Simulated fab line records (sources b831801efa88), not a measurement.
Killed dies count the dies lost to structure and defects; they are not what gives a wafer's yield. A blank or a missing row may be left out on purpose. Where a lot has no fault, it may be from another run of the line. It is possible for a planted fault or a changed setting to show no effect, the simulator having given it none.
fab line records	flow gf180mcu	part 1 of 2: steps 1 to 28 of 39
record lots=5	wafers=15	lastDay=34
route steps=602 shown V2@392 M3@409 V3@429
lots that met no fault: from a run of the same line without faults
startH: hours from the record's opening day to when the first of the lot's shown wafers began	waitH: hours from the lot's prior step to this one	" repeats the value in the row above	L1.1+2: one row covering several wafers at once	- value missing, or start not given	* or withheld: withheld	< > ~ a bound
route shown NAME@n: names a module that has steps shown in the file, with the first one's number in the route	usual: mean and standard deviation over wafers with no fault	same: alike in all rows	chamber/n: place in a boat	sites: readings site by site	_std_site: standard deviation across them	_edge_site: the outer-site mean with the inner-site mean subtracted	radiusMm: for every site, how far away it sits from the centre of the wafer	mask NAME#n: copy n	behind: the tool/chamber that last shaped the wafer	hold: cause of the lot's hold/its duration in hours/its outcome	device: whichever transistor did not switch (one of n, p or np)	end of line: tests of these same wafers at the route's end	step lacking rows: just its recipe	killed: dies lost to structure and defects at the first sort, not the wafer's yield	map: a wafer's dies, x killed, . not, _ none there
set.NAME: the setting that was run; set.NAME@STEP: the one run at that earlier step	model.NAME: the simulator's own value behind a step, which no gauge read
certain route steps with their lots: each step a table, each wafer a row
services: a tool's chamber out of use, with start hour (startH, from the record's first day; less than 0 if before it), hours out, and reason
## steps
# step GF_V2_SOFTBAKE_10
# recipe tempC=130	timeS=60	resist=KrF
# same timeS=60
lot.wafer	tool	chamber	startH	waitH
L074.1+2+6	lithoTrack-02	0	-	-
L078.1+3+6	lithoTrack-04	0	-	-
L080.1+2+4	lithoTrack-03	0	-	-
L091.1+2+3	lithoTrack-02	0	-	-
L095.3+4+5	lithoTrack-03	0	-	-
# step GF_V2_EXPOSE_11
# recipe maskId=Via2	targetCdNm=260	na=0.68	sourceShape=conventional	sigmaOuter=0.6	doseMj=38
lot.wafer	tool	chamber	startH	waitH	mask
L074.1+2+6	krfScanner-01	0	-	-	Via2#0
L078.1+3+6	krfScanner-01	0	-	-	Via2#0
L080.1+2+4	krfScanner-02	0	-	-	Via2#0
L091.1+2+3	krfScanner-01	0	-	-	Via2#0
L095.3+4+5	krfScanner-02	0	-	-	Via2#0
# step GF_V2_PEB_12
# recipe pebTempC=135	pebTimeS=90	resist=KrF
# same pebTimeS=90
lot.wafer	tool	chamber	startH	waitH
L074.1+2+6	lithoTrack-04	0	-	-
L078.1+3+6	lithoTrack-04	0	-	-
L080.1+2+4	lithoTrack-04	0	-	-
L091.1+2+3	lithoTrack-03	0	-	-
L095.3+4+5	lithoTrack-02	0	-	-
# step GF_V2_DEVELOP_13
# recipe developTimeS=60	resist=KrF	devTempC=21
lot.wafer	tool	chamber	startH	waitH
L074.1+2+6	lithoTrack-04	0	463.40	0.2
L078.1+3+6	lithoTrack-04	0	498.50	0.2
L080.1+2+4	lithoTrack-04	0	516.00	0.2
L091.1+2+3	lithoTrack-03	0	612.65	0.2
L095.3+4+5	lithoTrack-02	0	651.46	0.1
# step GF_V2_CD_MEAS_14
# recipe targetCdNm=260
# usual cdNm=260.3/1.1
lot.wafer	tool	chamber	startH	waitH	cdNm
L074.1	cdSem-01	-	463.55	0.1	261.0
L074.2	"	-	"	"	260.7
L074.6	"	-	"	"	261.7
L078.1	cdSem-02	-	498.65	0.1	262.3
L078.3	"	-	"	"	261.3
L078.6	"	-	"	"	261.0
L080.1	cdSem-02	-	516.15	0.1	260.8
L080.2	"	-	"	"	259.8
L080.4	"	-	"	"	259.1
L091.1	cdSem-01	-	612.80	0.1	259.7
L091.2	"	-	"	"	260.3
L091.3	"	-	"	"	258.6
L095.3	cdSem-01	-	651.60	0.1	260.0
L095.4	"	-	"	"	259.8
L095.5	"	-	"	"	261.1
# step GF_V2_OVL_MEAS_15
# usual V2_OVL=1/5.1
lot.wafer	tool	chamber	startH	waitH	V2_OVL[nm]
L074.1	overlay-02	-	463.67	0.1	5
L074.2	"	-	"	"	-4
L074.6	"	-	"	"	2
L078.1	overlay-01	-	498.77	0.1	-1
L078.3	"	-	"	"	0
L078.6	"	-	"	"	-9
L080.1	overlay-01	-	516.27	0.1	-1
L080.2	"	-	"	"	0
L080.4	"	-	"	"	-3
L091.1	overlay-02	-	612.92	0.1	-6
L091.2	"	-	"	"	-8
L091.3	"	-	"	"	-5
L095.3	overlay-02	-	651.70	0.1	-3
L095.4	"	-	"	"	0
L095.5	"	-	"	"	-10
# step GF_V2_ETCH_16
# recipe chemistry=N2/H2	targetDepthA=withheld	overetchA=withheld	timeS=withheld	target=BARC	ionEnergyEv=200	sourceW=500	biasW=100	pressureMtorr=30	n2FlowSccm=100	h2FlowSccm=200
# usual drypumpMotorCurrentA=6.1/0.37	oesProductAu=0.854/0.0052	throttleValvePct=13.223/0.01
lot.wafer	tool	chamber	startH	waitH	drypumpMotorCurrentA	oesProductAu	throttleValvePct
L074.1	rieDiel-01	1	463.71	0.0	6.8	0.851	13.220
L074.2	"	2	"	"	6.0	0.853	13.223
L074.6	"	0	"	"	6.3	0.846	13.218
L078.1	rieDiel-02	3	498.81	0.0	6.1	0.848	13.228
L078.3	"	0	"	"	6.1	0.856	13.218
L078.6	"	3	"	"	6.0	0.855	13.207
L080.1	rieDiel-01	2	516.31	0.0	6.0	0.842	13.228
L080.2	"	1	"	"	6.8	0.852	13.200
L080.4	"	3	"	"	5.5	0.852	13.232
L091.1	rieDiel-01	1	612.96	0.0	6.8	0.862	13.230
L091.2	"	2	"	"	6.0	0.862	13.222
L091.3	"	3	"	"	5.5	0.855	13.238
L095.3	rieDiel-01	2	651.72	0.0	6.0	0.856	13.221
L095.4	"	3	"	"	5.5	0.850	13.231
L095.5	"	1	"	"	6.8	0.857	13.226
# step GF_V2_ETCH_17
# recipe chemistry=C4F8/O2/Ar	maskMaterial=KrF	target=SiO2	stopOn=TiN	sourceW=1500	biasW=1200	pressureMtorr=40	c4f8FlowSccm=withheld	O2_flow_sccm=6	Ar_flow_sccm=300	timeS=withheld	targetDepthA=6300
# usual oesProductAu=0.856/0.0046
lot.wafer	tool	chamber	startH	waitH	oesProductAu
L074.1	rieDiel-01	1	-	-	0.859
L074.2	"	2	"	"	0.854
L074.6	"	0	"	"	0.851
L078.1	rieDiel-02	3	-	-	0.849
L078.3	"	0	"	"	0.861
L078.6	"	3	"	"	0.857
L080.1	rieDiel-01	2	-	-	0.863
L080.2	"	1	"	"	0.846
L080.4	"	3	"	"	0.862
L091.1	rieDiel-01	1	-	-	0.860
L091.2	"	2	"	"	0.860
L091.3	"	3	"	"	0.863
L095.3	rieDiel-01	2	-	-	0.855
L095.4	"	3	"	"	0.855
L095.5	"	1	"	"	0.852
# step GF_V2_STRIP_18
# recipe chemistry=O2/N2	powerW=1400	pressureMtorr=1500	platenTempC=250	o2FlowSccm=3000	n2FlowSccm=300	overashFraction=0.5
# usual drypumpMotorCurrentA=6.1/0.38	heaterPowerW=336/35	oesProductAu=0.591/0.0052
lot.wafer	tool	chamber	startH	waitH	drypumpMotorCurrentA	heaterPowerW	oesProductAu	rfHoursCounterH
L074.1	plasmaAsher-03	1	463.84	-	6.1	389	0.595	80
L074.2	"	0	"	"	6.3	329	0.594	80
L074.6	"	1	"	"	6.2	385	0.590	-
L078.1	plasmaAsher-04	0	498.93	-	6.5	319	0.593	72
L078.3	"	0	"	"	6.4	308	0.594	-
L078.6	"	0	"	"	6.5	297	0.594	-
L080.1	plasmaAsher-03	0	516.43	-	6.3	326	0.597	86
L080.2	"	1	"	"	6.2	380	0.581	86
L080.4	"	0	"	"	6.3	318	0.597	-
L091.1	plasmaAsher-03	0	613.09	-	6.3	326	0.591	96
L091.2	"	1	"	"	6.2	369	0.601	96
L091.3	"	1	"	"	6.1	391	0.602	-
L095.3	plasmaAsher-03	1	651.88	-	6.1	390	0.592	-
L095.4	"	0	"	"	6.3	324	0.592	-
L095.5	"	0	"	"	6.3	327	0.585	-
# step GF_V2_STRIP_19
# recipe chemistry=postEtchResidueRemover	timeS=1200	tempC=72.5
# same timeS=1200
lot.wafer	tool	chamber	startH	waitH
L074.1+2+6	wetBench-01	1	463.94	0.1
L078.1+3+6	wetBench-02	2	499.03	0.1
L080.1+2+4	wetBench-03	3	516.53	0.1
L091.1+2+3	wetBench-01	2	613.19	0.1
L095.3+4+5	wetBench-03	3	651.95	0.0
# step GF_V2_CLEAN_20
# recipe chemistry=DIW	dry=n2Spin
lot.wafer	tool	chamber	startH	waitH
L074.1+2+6	wetBench-02	3	464.28	0.0
L078.1+3+6	wetBench-01	1	499.38	0.0
L080.1+2+4	wetBench-01	0	516.91	0.0
L091.1+2+3	wetBench-02	3	613.60	0.0
L095.3+4+5	wetBench-02	1	652.29	0.0
# step GF_V2_SPUTTER_21
# recipe material=Ti	targetThkNm=15	chamberPressurePa=5	powerW=2500	substrateTempC=200	timeS=80.02
# usual chamberPressurePa=4.999/0.011	throttleValvePct=30.6/0.76
# same timeS=80.02
lot.wafer	tool	chamber	startH	waitH	chamberPressurePa	throttleValvePct
L074.1	pvdSputter-03	-	464.37	0.0	4.995	30.4
L074.2	"	-	"	"	4.984	29.6
L074.6	"	-	"	"	5.003	31.9
L078.1	pvdSputter-01	-	499.47	0.0	5.014	30.6
L078.3	"	-	"	"	4.989	29.9
L078.6	"	-	"	"	5.016	30.6
L080.1	pvdSputter-01	-	517.00	0.0	5.010	30.6
L080.2	"	-	"	"	5.027	29.7
L080.4	"	-	"	"	4.987	30.5
L091.1	pvdSputter-01	-	613.69	0.0	4.993	29.6
L091.2	"	-	"	"	4.993	31.0
L091.3	"	-	"	"	4.987	30.4
L095.3	pvdSputter-01	-	652.38	0.0	5.001	29.9
L095.4	"	-	"	"	4.977	30.5
L095.5	"	-	"	"	4.993	30.6
# step GF_V2_SPUTTER_22
# recipe material=TiN	targetThkNm=10	chamberPressurePa=5	powerW=4000	timeS=40
# usual chamberPressurePa=5.001/0.01	throttleValvePct=30.6/0.78
# same timeS=40
lot.wafer	tool	chamber	startH	waitH	chamberPressurePa	throttleValvePct
L074.1	pvdSputter-03	-	464.43	0.0	4.999	30.1
L074.2	"	-	"	"	4.985	29.2
L074.6	"	-	"	"	5.001	31.7
L078.1	pvdSputter-01	-	499.53	0.0	4.999	30.7
L078.3	"	-	"	"	4.997	29.8
L078.6	"	-	"	"	5.013	30.6
L080.1	pvdSputter-01	-	517.06	0.0	4.992	30.2
L080.2	"	-	"	"	5.006	29.6
L080.4	"	-	"	"	5.003	30.4
L091.1	pvdSputter-01	-	613.75	0.0	4.982	29.8
L091.2	"	-	"	"	5.012	30.7
L091.3	"	-	"	"	5.000	30.4
L095.3	pvdSputter-01	-	652.44	0.0	5.027	30.0
L095.4	"	-	"	"	5.008	30.6
L095.5	"	-	"	"	5.006	30.6
# step GF_V2_CVD_23
# recipe material=W	targetThkNm=350	timeS=104.94	tempC=400	pressureTorr=40
# usual heaterPowerW=756/95
# same timeS=104.94
lot.wafer	tool	chamber	startH	waitH	heaterPowerW
L074.1	cvdW-01	1	464.47	0.0	706
L074.2	"	0	"	"	837
L074.6	"	1	"	"	702
L078.1	cvdW-01	1	499.57	0.0	707
L078.3	"	1	"	"	698
L078.6	"	1	"	"	697
L080.1	cvdW-01	0	517.10	0.0	846
L080.2	"	1	"	"	703
L080.4	"	1	"	"	704
L091.1	cvdW-02	0	613.79	0.0	882
L091.2	"	1	"	"	586
L091.3	"	0	"	"	870
L095.3	cvdW-02	1	652.52	0.1	585
L095.4	"	0	"	"	901
L095.5	"	0	"	"	869
# step GF_V2_RS_MEAS_24
# recipe thkMeasGauge=four-point-probe	reads=W_of_V2_CVD_23+TiN_of_V2_SPUTTER_22+Ti_of_V2_SPUTTER_21
# usual V2_W_RS=0.328/0.0054
lot.wafer	tool	chamber	startH	waitH	V2_W_RS[ohm/sq]
L074.1	filmMetro-04	-	464.64	0.1	0.329
L074.2	"	-	"	"	0.324
L074.6	"	-	"	"	0.323
L078.1	filmMetro-02	-	499.68	0.1	0.327
L078.3	"	-	"	"	0.330
L078.6	"	-	"	"	0.327
L080.1	filmMetro-03	-	517.21	0.1	0.323
L080.2	"	-	"	"	0.326
L080.4	"	-	"	"	0.325
L091.1	filmMetro-03	-	613.90	0.1	0.331
L091.2	"	-	"	"	0.339
L091.3	"	-	"	"	0.330
L095.3	filmMetro-02	-	652.64	0.1	0.333
L095.4	"	-	"	"	0.325
L095.5	"	-	"	"	0.323
# step GF_V2_THK_MEAS_25
# recipe thkMeasGauge=xrf	reads=W_of_V2_CVD_23
# usual V2_W_THK=363/6.5
lot.wafer	tool	chamber	startH	waitH	V2_W_THK[nm]
L074.1	filmMetro-04	-	464.76	0.1	364
L074.2	"	-	"	"	373
L074.6	"	-	"	"	372
L078.1	filmMetro-02	-	499.80	0.1	360
L078.3	"	-	"	"	358
L078.6	"	-	"	"	361
L080.1	filmMetro-03	-	517.33	0.1	369
L080.2	"	-	"	"	363
L080.4	"	-	"	"	368
L091.1	filmMetro-03	-	614.02	0.1	360
L091.2	"	-	"	"	350
L091.3	"	-	"	"	361
L095.3	filmMetro-02	-	652.74	0.1	356
L095.4	"	-	"	"	365
L095.5	"	-	"	"	368
# step GF_V2_CMP_26
# recipe stopOn=SiO2	downForcePsi=3.5	platenRpm=60	tOverpolishS=15	targetThkNm=0	padVelocityMS=0.94248
# usual motorCurrentA=11.1/1.3	overpolishRunS=15.001/0.0083	timeToEndpointS=86/3.3
lot.wafer	tool	chamber	startH	waitH	motorCurrentA	overpolishRunS	timeToEndpointS
L074.2	cmp-02	3	464.87	0.1	11.9	14.990	88
L074.1	"	0	"	"	11.6	15.007	91
L074.6	"	3	"	"	11.4	14.996	87
L078.3	cmp-02	2	499.91	0.1	10.0	15.001	86
L078.1	"	0	"	"	12.6	15.004	86
L078.6	"	2	"	"	9.7	15.009	90
L080.4	cmp-02	3	517.55	0.2	11.7	14.988	88
L080.2	"	0	"	"	11.8	15.018	90
L080.1	"	2	"	"	9.7	15.010	88
L091.2	cmp-02	3	614.13	0.1	11.2	14.996	83
L091.1	"	0	"	"	12.6	15.007	90
L091.3	"	1	"	"	12.4	14.998	83
L095.3	cmp-01	1	652.88	0.1	9.2	15.005	84
L095.4	"	2	"	"	11.5	14.995	86
L095.5	"	3	"	"	12.2	14.985	80
# step GF_M3_SPUTTER_00
# recipe material=Ti	targetThkNm=37.5	arrivingIonEnergyEv=80	substrateTempC=200	chamberPressurePa=2	powerW=4000	timeS=150
# usual chamberPressurePa=2.000/0.0037	throttleValvePct=30.4/1.3
# same timeS=150
lot.wafer	tool	chamber	startH	waitH	chamberPressurePa	throttleValvePct
L074.1	pvdSputter-04	-	465.12	0.1	2.003	31.3
L074.2	"	-	"	"	2.003	32.3
L074.6	"	-	"	"	2.003	32.0
L078.1	pvdSputter-04	-	500.16	0.1	1.999	31.9
L078.3	"	-	"	"	1.998	31.0
L078.6	"	-	"	"	1.998	30.0
L080.1	pvdSputter-02	-	517.85	0.1	2.000	30.8
L080.2	"	-	"	"	1.994	30.6
L080.4	"	-	"	"	2.003	30.9
L091.1	pvdSputter-04	-	614.38	0.1	2.006	31.0
L091.2	"	-	"	"	1.998	30.1
L091.3	"	-	"	"	2.000	31.4
L095.3	pvdSputter-02	-	653.08	0.1	2.000	30.9
L095.4	"	-	"	"	1.996	31.0
L095.5	"	-	"	"	2.000	27.6
# step GF_M3_SPUTTER_01
# recipe material=TiN	targetThkNm=30	powerW=6500	timeS=25	chamberPressurePa=0.4
# usual chamberPressurePa=0.4000/0.00081	throttleValvePct=30.4/1.2
# same timeS=25
lot.wafer	tool	chamber	startH	waitH	chamberPressurePa	throttleValvePct
L074.1	pvdSputter-04	-	465.22	0.1	0.4007	31.3
L074.2	"	-	"	"	0.4008	32.1
L074.6	"	-	"	"	0.4013	32.3
L078.1	pvdSputter-04	-	500.26	0.1	0.4010	32.4
L078.3	"	-	"	"	0.3995	30.9
L078.6	"	-	"	"	0.3999	30.0
L080.1	pvdSputter-02	-	517.95	0.1	0.3994	30.9
L080.2	"	-	"	"	0.4013	30.8
L080.4	"	-	"	"	0.4004	30.9
L091.1	pvdSputter-04	-	614.48	0.1	0.4007	30.8
L091.2	"	-	"	"	0.4000	29.8
L091.3	"	-	"	"	0.3998	31.2
L095.3	pvdSputter-02	-	653.18	0.1	0.4000	31.0
L095.4	"	-	"	"	0.4016	30.9
L095.5	"	-	"	"	0.4017	27.6
# step GF_M3_SPUTTER_02
# recipe material=AlCu	targetThkNm=450	powerW=10600	timeS=23.9	chamberPressurePa=0.4
# usual chamberPressurePa=0.3999/0.00075	throttleValvePct=30.4/1.2
# same timeS=23.9
lot.wafer	tool	chamber	startH	waitH	chamberPressurePa	throttleValvePct
L074.1	pvdSputter-04	-	465.25	0.0	0.3997	31.2
L074.2	"	-	"	"	0.3988	32.2
L074.6	"	-	"	"	0.4013	32.2
L078.1	pvdSputter-04	-	500.29	0.0	0.3988	32.0
L078.3	"	-	"	"	0.3995	30.8
L078.6	"	-	"	"	0.4000	30.3
L080.1	pvdSputter-02	-	517.98	0.0	0.3992	30.8
L080.2	"	-	"	"	0.3997	30.7
L080.4	"	-	"	"	0.3993	31.1
L091.1	pvdSputter-04	-	614.51	0.0	0.4005	30.8
L091.2	"	-	"	"	0.4004	30.0
L091.3	"	-	"	"	0.4003	31.2
L095.3	pvdSputter-02	-	653.21	0.0	0.3994	30.7
L095.4	"	-	"	"	0.4010	31.0
L095.5	"	-	"	"	0.3998	27.7
# step GF_M3_SPUTTER_03
# recipe material=Ti	targetThkNm=10	substrateTempC=300	chamberPressurePa=0.3	powerW=3000	timeS=6.7
# usual chamberPressurePa=0.3000/0.00059	throttleValvePct=30.4/1.3
# same timeS=6.7
lot.wafer	tool	chamber	startH	waitH	chamberPressurePa	throttleValvePct
L074.1	pvdSputter-04	-	465.28	0.0	0.3000	31.2
L074.2	"	-	"	"	0.2988	32.4
L074.6	"	-	"	"	0.2994	32.3
L078.1	pvdSputter-04	-	500.32	0.0	0.3000	32.1
L078.3	"	-	"	"	0.3007	30.8
L078.6	"	-	"	"	0.3006	30.1
L080.1	pvdSputter-02	-	518.01	0.0	0.2998	30.8
L080.2	"	-	"	"	0.2989	30.8
L080.4	"	-	"	"	0.3004	31.0
L091.1	pvdSputter-04	-	614.54	0.0	0.2994	31.1
L091.2	"	-	"	"	0.3012	30.2
L091.3	"	-	"	"	0.2994	31.3
L095.3	pvdSputter-02	-	653.24	0.0	0.3005	31.0
L095.4	"	-	"	"	0.3001	30.7
L095.5	"	-	"	"	0.2996	27.5
# step GF_M3_SPUTTER_04
# recipe material=TiN	targetThkNm=50	powerW=6500	timeS=41.7	chamberPressurePa=0.4
# usual chamberPressurePa=0.3999/0.00081	throttleValvePct=30.4/1.2
# same timeS=41.7
lot.wafer	tool	chamber	startH	waitH	chamberPressurePa	throttleValvePct
L074.1	pvdSputter-04	-	465.30	0.0	0.4004	31.5
L074.2	"	-	"	"	0.3998	32.0
L074.6	"	-	"	"	0.3986	32.3
L078.1	pvdSputter-04	-	500.34	0.0	0.3975	32.1
L078.3	"	-	"	"	0.4004	30.8
L078.6	"	-	"	"	0.3993	29.9
L080.1	pvdSputter-02	-	518.03	0.0	0.3994	30.9
L080.2	"	-	"	"	0.4012	31.0
L080.4	"	-	"	"	0.4002	31.2
L091.1	pvdSputter-04	-	614.56	0.0	0.4001	30.8
L091.2	"	-	"	"	0.3990	30.3
L091.3	"	-	"	"	0.3994	31.5
L095.3	pvdSputter-02	-	653.26	0.0	0.4021	30.8
L095.4	"	-	"	"	0.4002	30.7
L095.5	"	-	"	"	0.3997	27.7
# step GF_M3_RS_MEAS_05
# recipe thkMeasGauge=four-point-probe	reads=TiN_of_M3_SPUTTER_04+Ti_of_M3_SPUTTER_03+AlCu_of_M3_SPUTTER_02+TiN_of_M3_SPUTTER_01+Ti_of_M3_SPUTTER_00
# usual M3_ALCU_RS=0.0690/0.00077
lot.wafer	tool	chamber	startH	waitH	M3_ALCU_RS[ohm/sq]
L074.1	filmMetro-04	-	465.34	0.0	0.0699
L074.2	"	-	"	"	0.0691
L074.6	"	-	"	"	0.0692
L078.1	filmMetro-01	-	500.38	0.0	0.0681
L078.3	"	-	"	"	0.0692
L078.6	"	-	"	"	0.0688
L080.1	filmMetro-04	-	518.07	0.0	0.0695
L080.2	"	-	"	"	0.0684
L080.4	"	-	"	"	0.0678
L091.1	filmMetro-02	-	614.60	0.0	0.0697
L091.2	"	-	"	"	0.0694
L091.3	"	-	"	"	0.0696
L095.3	filmMetro-04	-	653.34	0.1	0.0685
L095.4	"	-	"	"	0.0690
L095.5	"	-	"	"	0.0682
# step GF_M3_THK_MEAS_06
# recipe thkMeasGauge=xrf	reads=AlCu_of_M3_SPUTTER_02
# usual M3_ALCU_THK=449/5.1
lot.wafer	tool	chamber	startH	waitH	M3_ALCU_THK[nm]
L074.1	filmMetro-04	-	465.46	0.1	445
L074.2	"	-	"	"	447
L074.6	"	-	"	"	446
L078.1	filmMetro-01	-	500.50	0.1	455
L078.3	"	-	"	"	447
L078.6	"	-	"	"	451
L080.1	filmMetro-04	-	518.19	0.1	445
L080.2	"	-	"	"	449
L080.4	"	-	"	"	454
L091.1	filmMetro-02	-	614.72	0.1	441
L091.2	"	-	"	"	446
L091.3	"	-	"	"	442
L095.3	filmMetro-04	-	653.44	0.1	449
L095.4	"	-	"	"	447
L095.5	"	-	"	"	454
# step GF_M3_DEHYDRATE_07
# recipe tempC=200	timeS=60
# same timeS=60
lot.wafer	tool	chamber	startH	waitH
L074.1+2+6	lithoTrack-04	0	476.95	11.5
L078.1+3+6	lithoTrack-01	0	512.02	11.5
L080.1+2+4	lithoTrack-03	0	529.60	11.4
L091.1+2+3	lithoTrack-04	0	624.75	10.0
L095.3+4+5	lithoTrack-01	0	662.02	8.6
# step GF_M3_HMDS_08
# recipe primeTimeS=60	primeTempC=120
lot.wafer	tool	chamber	startH	waitH
L074.1+2+6	lithoTrack-04	0	477.10	0.1
L078.1+3+6	lithoTrack-01	0	512.17	0.1
L080.1+2+4	lithoTrack-03	0	529.75	0.1
L091.1+2+3	lithoTrack-04	0	624.90	0.1
L095.3+4+5	lithoTrack-01	0	662.17	0.1
# step GF_M3_COAT_09
# recipe resist=KrF	spinRpm=withheld	resistThkNm=1000
lot.wafer	tool	chamber	startH	waitH
L074.1+2+6	lithoTrack-04	0	477.25	0.1
L078.1+3+6	lithoTrack-01	0	512.32	0.1
L080.1+2+4	lithoTrack-03	0	529.90	0.1
L091.1+2+3	lithoTrack-04	0	625.05	0.1
L095.3+4+5	lithoTrack-01	0	662.32	0.1
# step GF_M3_SOFTBAKE_10
# recipe tempC=130	timeS=60	resist=KrF
# same timeS=60
lot.wafer	tool	chamber	startH	waitH
L074.1+2+6	lithoTrack-04	0	477.40	0.1
L078.1+3+6	lithoTrack-01	0	512.47	0.1
L080.1+2+4	lithoTrack-03	0	530.05	0.1
L091.1+2+3	lithoTrack-04	0	625.20	0.1
L095.3+4+5	lithoTrack-01	0	662.47	0.1
